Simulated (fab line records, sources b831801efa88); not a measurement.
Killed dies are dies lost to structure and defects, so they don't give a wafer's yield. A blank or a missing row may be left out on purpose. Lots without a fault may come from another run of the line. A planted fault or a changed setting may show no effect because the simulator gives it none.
fab line records | flow sfq_line
record lots=14 wafers=40 last_day=92
route steps=325 shown M2@89
lots that met no fault: from a run of the same line without faults
start_h: hours from the record's first day to the start of the lot's first wafer shown | wait_h: hours since the lot's step before | " the same as in the row above | L1.1+2: a row that stands for several wafers | - no value, or no start given | * or withheld: withheld | < > ~ a bound
route shown NAME@n: a module of which the file shows steps, and the number in the route of the first | usual: mean/standard deviation of fault-free wafers | same: alike in all rows | chamber/n: place in a boat | sites: the reading at each site | _std_site: their standard deviation | _edge_site: outer sites' mean less inner sites' | radius_mm: how far each site lies from the wafer's centre | mask NAME#n: copy n | behind: the tool/chamber that last shaped the wafer | hold: why the lot was held/for how many hours/how that ended | device: the transistor (n, p or np) that didn't switch | end of line: the same wafers' tests at the end of the route | a step without rows: its recipe alone | killed: dies lost to structure and defects at the first sort, not the wafer's yield | map: a wafer's dies, x killed, . not, _ none there
set.NAME: the setting as run; set.NAME@STEP: as run at that earlier step | model.NAME: the simulator's own value behind a step, which no gauge read
steps of the route over a sample of lots; a table a step, a row a wafer
services: from which hour (start_h, from the record's first day; less than 0 if before it) a tool's chamber was out of use, for how many hours, and why
## steps
# step SFQ_TRILAYER_M2_DEP_SPUTTER_055
# recipe material=Nb base_pressure_pa=1.33e-06 chamber_pressure_pa=0.1333 substrate_temp_c=20 resputter_cathode_voltage_v=400 target_thk_nm=200 power_w=2000 time_s=133.3
# usual throttle_valve_pct=30.1/1.1
# columns lot.wafer tool chamber start_h wait_h throttle_valve_pct
L349.2 pvd_sputter-05 - 404.93 0.0 31.1
L349.5 " - " " 31.0
L349.6 " - " " 29.9
L350.1 pvd_sputter-06 - 412.15 0.0 31.0
L350.4 " - " " 28.7
L350.5 " - " " 31.3
L351.3 pvd_sputter-05 - 417.53 0.0 30.2
L351.4 " - " " 31.1
L351.6 " - " " 28.2
L352.4 pvd_sputter-04 - 425.35 0.0 30.8
L352.5 " - " " 29.1
L352.6 " - " " 31.4
L353.4 pvd_sputter-04 - 435.72 0.0 31.1
L353.5 " - " " 31.1
L353.6 " - " " 29.2
L359.1 pvd_sputter-04 - 492.54 0.0 29.3
L359.3 " - " " 30.8
L361.1 pvd_sputter-04 - 505.74 0.0 30.9
L361.3 " - " " 29.0
L364.2 pvd_sputter-06 - 551.80 0.0 28.9
L364.3 " - " " 30.2
L364.6 " - " " 28.8
L365.1 pvd_sputter-06 - 560.20 0.0 28.7
L365.4 " - " " 31.2
L365.5 " - " " 31.8
L367.2 pvd_sputter-06 - 581.39 0.0 28.8
L367.5 " - " " 28.9
L367.6 " - " " 28.8
L368.1 pvd_sputter-05 - 583.79 0.0 29.9
L368.3 " - " " 28.1
L368.5 " - " " 28.4
L369.2 pvd_sputter-06 - 597.74 0.0 31.4
L369.4 " - " " 30.5
L369.6 " - " " 28.7
L370.3 pvd_sputter-04 - 606.31 0.0 30.7
L370.4 " - " " 31.2
L370.5 " - " " 29.2
L371.2 pvd_sputter-06 - 617.01 0.0 30.8
L371.3 " - " " 30.3
L371.5 " - " " 28.7
# step SFQ_M2_RS_MEAS_914
# recipe thk_meas_gauge=four-point-probe reads=Nb_of_TRILAYER_M2_DEP_SPUTTER_055
# usual M2_NB_RS=0.896/0.0097
# columns lot.wafer tool chamber start_h wait_h M2_NB_RS[ohm/sq]
L349.2 film_metro-01 - 405.04 0.1 0.898
L349.5 " - " " 0.899
L349.6 " - " " 0.883
L350.1 film_metro-01 - 412.24 0.0 0.892
L350.4 " - " " 0.901
L350.5 " - " " 0.889
L351.3 film_metro-03 - 417.66 0.1 0.884
L351.4 " - " " 0.893
L351.6 " - " " 0.900
L352.4 film_metro-03 - 425.50 0.1 0.892
L352.5 " - " " 0.897
L352.6 " - " " 0.892
L353.4 film_metro-01 - 435.83 0.1 0.882
L353.5 " - " " 0.884
L353.6 " - " " 0.894
L359.1 film_metro-03 - 492.63 0.0 0.839
L359.3 " - " " 0.898
L361.1 film_metro-01 - 505.83 0.0 0.841
L361.3 " - " " 0.892
L364.2 film_metro-02 - 551.91 0.1 0.899
L364.3 " - " " 0.892
L364.6 " - " " 0.901
L365.1 film_metro-02 - 560.29 0.0 0.904
L365.4 " - " " 0.907
L365.5 " - " " 0.907
L367.2 film_metro-01 - 581.50 0.1 0.896
L367.5 " - " " 0.898
L367.6 " - " " 0.897
L368.1 film_metro-03 - 583.88 0.0 0.885
L368.3 " - " " 0.893
L368.5 " - " " 0.890
L369.2 film_metro-02 - 597.85 0.1 0.908
L369.4 " - " " 0.898
L369.6 " - " " 0.904
L370.3 film_metro-03 - 606.44 0.1 0.919
L370.4 " - " " 0.897
L370.5 " - " " 0.914
L371.2 film_metro-01 - 617.12 0.1 0.902
L371.3 " - " " 0.904
L371.5 " - " " 0.896
# step SFQ_TRILAYER_M2_ETCH_METAL_ETCH_060
# recipe target=Nb stop_on=SiO2 mask_material=PR chemistry=Cl2/Ar target_depth_nm=240 icp_w=600 bias_w=80 pressure_mtorr=10 time_s=120
# usual drypump_motor_current_A=5.91/0.26 oes_product_au=0.891/0.0069
# columns lot.wafer tool chamber start_h wait_h drypump_motor_current_A oes_product_au rf_hours_counter_h
L349.2 rie_metal-04 1 536.50 0.0 6.15 0.890 23
L349.5 " 1 " " 6.14 0.889 -
L349.6 " 0 " " 5.75 0.898 -
L350.1 rie_metal-04 0 544.90 0.0 5.77 0.885 58
L350.4 " 0 " " 5.76 0.887 -
L350.5 " 1 " " 6.13 0.899 -
L351.3 rie_metal-04 0 552.14 0.1 5.74 0.900 -
L351.4 " 1 " " 6.16 0.893 -
L351.6 " 1 " " 6.14 0.890 -
L352.4 rie_metal-04 0 560.78 0.1 5.76 0.899 -
L352.5 " 1 " " 6.17 0.902 -
L352.6 " 0 " " 5.77 0.893 -
L353.4 rie_metal-02 0 574.97 0.1 5.46 0.900 -
L353.5 " 0 " " 5.46 0.902 -
L353.6 " 1 " " 6.29 0.898 -
L359.1 rie_metal-03 1 636.56 0.0 5.71 0.930 41
L359.3 " 0 " " 5.89 0.882 -
L361.1 rie_metal-02 0 652.73 0.0 5.48 0.923 12
L361.3 " 0 " " 5.49 0.892 -
L364.2 rie_metal-03 0 698.58 0.0 5.87 0.891 88
L364.3 " 1 " " 5.74 0.893 -
L364.6 " 0 " " 5.93 0.899 -
L365.1 rie_metal-02 1 709.38 0.0 6.28 0.888 74
L365.4 " 0 " " 5.46 0.881 -
L365.5 " 1 " " 6.29 0.894 -
L367.2 rie_metal-04 1 732.91 0.0 6.16 0.889 48
L367.5 " 0 " " 5.78 0.888 -
L367.6 " 1 " " 6.17 0.888 -
L368.1 rie_metal-03 0 734.11 0.0 5.90 0.898 92
L368.3 " 1 " " 5.71 0.896 -
L368.5 " 1 " " 5.74 0.894 -
L369.2 rie_metal-04 1 756.91 0.0 6.13 0.882 52
L369.4 " 1 " " 6.17 0.892 -
L369.6 " 1 " " 6.15 0.886 -
L370.3 rie_metal-03 1 767.91 0.1 5.77 0.880 -
L370.4 " 0 " " 5.88 0.895 -
L370.5 " 0 " " 5.87 0.880 -
L371.2 rie_metal-04 1 779.55 0.0 6.17 0.886 56
L371.3 " 1 " " 6.20 0.880 -
L371.5 " 0 " " 5.79 0.892 -
## services
# columns tool chamber start_h hours kind
rie_metal-04 1 394.83 - clean
rie_metal-04 1 394.83 21.9 scheduled_down
rie_metal-04 1 394.83 21.9 vent_cycle
pvd_sputter-04 - 407.56 5.7 repair
rie_metal-02 1 412.77 21.5 repair
pvd_sputter-04 0 435.06 - consumable_replace:kit
pvd_sputter-04 0 435.06 18.0 scheduled_down
pvd_sputter-04 0 435.06 18.0 vent_cycle
rie_metal-04 - 445.59 0.4 repair
pvd_sputter-05 - 472.39 7.3 repair
rie_metal-03 0 500.40 8.5 repair
pvd_sputter-06 - 514.45 1.2 repair
rie_metal-02 0 531.22 - clean
pvd_sputter-04 - 583.57 13.2 repair
pvd_sputter-06 2 602.44 - consumable_replace:kit
pvd_sputter-06 2 602.44 18.0 scheduled_down
pvd_sputter-06 2 602.44 18.0 vent_cycle
pvd_sputter-05 - 647.35 0.7 repair
rie_metal-02 - 688.64 14.6 pm
rie_metal-03 0 705.14 8.4 repair
pvd_sputter-04 - 768.68 20.8 repair
pvd_sputter-05 1 769.83 - consumable_replace:kit
pvd_sputter-05 1 769.83 18.0 scheduled_down
pvd_sputter-05 1 769.83 18.0 vent_cycle
## key
first_sign step=SFQ_M2_RS_MEAS_914 reading=M2_NB_RS direction=down sigmas=5.8 usual=0.896 struck=0.840
effect step=SFQ_TRILAYER_M2_ETCH_METAL_ETCH_060 reading=oes_product_au direction=up sigmas=5.2 usual=0.891 struck=0.926
met_at SFQ_TRILAYER_M2_DEP_SPUTTER_055
struck_lots L359,L361
struck_wafers L359.1,L361.1
onset_between 435.72 492.54
fault kind=process_parameter_drift tool=pvd_sputter-04 chamber=- onset_h=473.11 steps=SFQ_TRILAYER_M2_DEP_SPUTTER_055 channel=target_thk_nm offset=13.895 shape=step end_h=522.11 scope=struck_wafers_only acts_in=these_recipes_only stated=200
